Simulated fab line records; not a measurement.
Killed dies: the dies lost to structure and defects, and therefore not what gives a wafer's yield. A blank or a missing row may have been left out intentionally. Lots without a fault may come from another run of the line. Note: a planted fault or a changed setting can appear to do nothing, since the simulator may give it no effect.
Problem report, 8D (eight disciplines) form, completed by code + flow sky130 + the parts of the form that need people (team, actions taken, sign-off) are left out

1. THE ISSUE
Across 6 wafers from 2 lots, LI_CONTACT_HDPCVD_THK at SKY_LI_CONTACT_THK_MEAS_01 averages 1001 nm, while fault-free wafers read 938 nm with a standard deviation of 9.5. That is +6.7 standard deviations from the usual mean.
Earliest sighting: wafer L544.2 on filmMetro-01 at day 28 14:53. At this step, 33 wafers from 11 lots have a number in the record. The rule behind "out" and "out of limits": a value lying over 4 standard deviations away from the usual mean. All remaining wafers that have a number are taken as sound.

2. WHAT IT IS; WHAT IT IS NOT
| question                    | is                         | is not                                                                                                        |
|-----------------------------|----------------------------|---------------------------------------------------------------------------------------------------------------|
| which readings at this step | LI_CONTACT_HDPCVD_THK      | -                                                                                                             |
| which lots                  | L544, L546                 | L543, L554, L555, L558, L559, L560, L562, L563, L564                                                          |
| which wafers of those lots  | all that have a number     | -                                                                                                             |
| read on which gauges        | filmMetro-01, filmMetro-02 | filmMetro-03                                                                                                  |
| when                        | from day 28 14:53          | up to then (3 sound wafers); but 24 sound wafers of L554, L555, L558, L559, L560, L562, L563, L564 came after |

3. THE SUSPECTS, EACH WITH WHAT RULES IT OUT
Counting: a tool at any process step up to the reading remains a suspect when it ran all the lots that are out and ran no sound lot after the first of those.
- ruled out: the gauge at SKY_LI_CONTACT_THK_MEAS_01. Those wafers that are out were read across 2 gauges (filmMetro-01, filmMetro-02).
- hdpcvd-01 at SKY_LI_CONTACT_HDPCVD_00 (deposits PSG, target thk 930 nm, time 155 s): ruled out as a lasting fault. After its first lot that is out, L544 (day 28 14:46), sound lots L554, L559, L560, L562, L564 ran on it.
Left after counting: nothing in the record.

4. THE CAUSE (what the simulator had put in)
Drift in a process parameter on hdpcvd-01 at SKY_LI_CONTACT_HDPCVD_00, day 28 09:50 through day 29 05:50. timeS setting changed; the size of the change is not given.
It was ruled out by counting, in error; the rule expects a fault to strike all lots run on its tool from its start on, and this fault did not.

5. SEQUENCE OF EFFECTS, ordered by route
One row per reading whose mean, taken over the struck wafers that have a number, lies over 3 standard deviations from the usual. Scope: only readings with a usual standard deviation given in the record; hours: median across lots of the time from each lot's start at the first step in this table that gives one to its start at this step; sigmas: change in usual standard deviations.
| hours | step                       | reading               | usual   | on struck wafers | change | sigmas |
|-------|----------------------------|-----------------------|---------|------------------|--------|--------|
| 0     | SKY_LI_CONTACT_HDPCVD_00   | runLengthS            | 182.7 s | 194.2            | +11.6  | +20    |
| 0     | SKY_LI_CONTACT_THK_MEAS_01 | LI_CONTACT_HDPCVD_THK | 938 nm  | 1001             | +63    | +6.7   |
Process steps it contains:
- SKY_LI_CONTACT_HDPCVD_00: deposits PSG, target thk 930 nm, time 155 s.

6. HOW IT WOULD HAVE BEEN CAUGHT EARLIER
5 hours passed between the start of the fault at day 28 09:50 and the first reading out of limits at a measuring or inspecting step in this record, taken at day 28 14:53.
Tool's own readings at SKY_LI_CONTACT_HDPCVD_00, runLengthS: out on all struck wafers the step has rows for; an alarm limit on them would have tripped on the first.
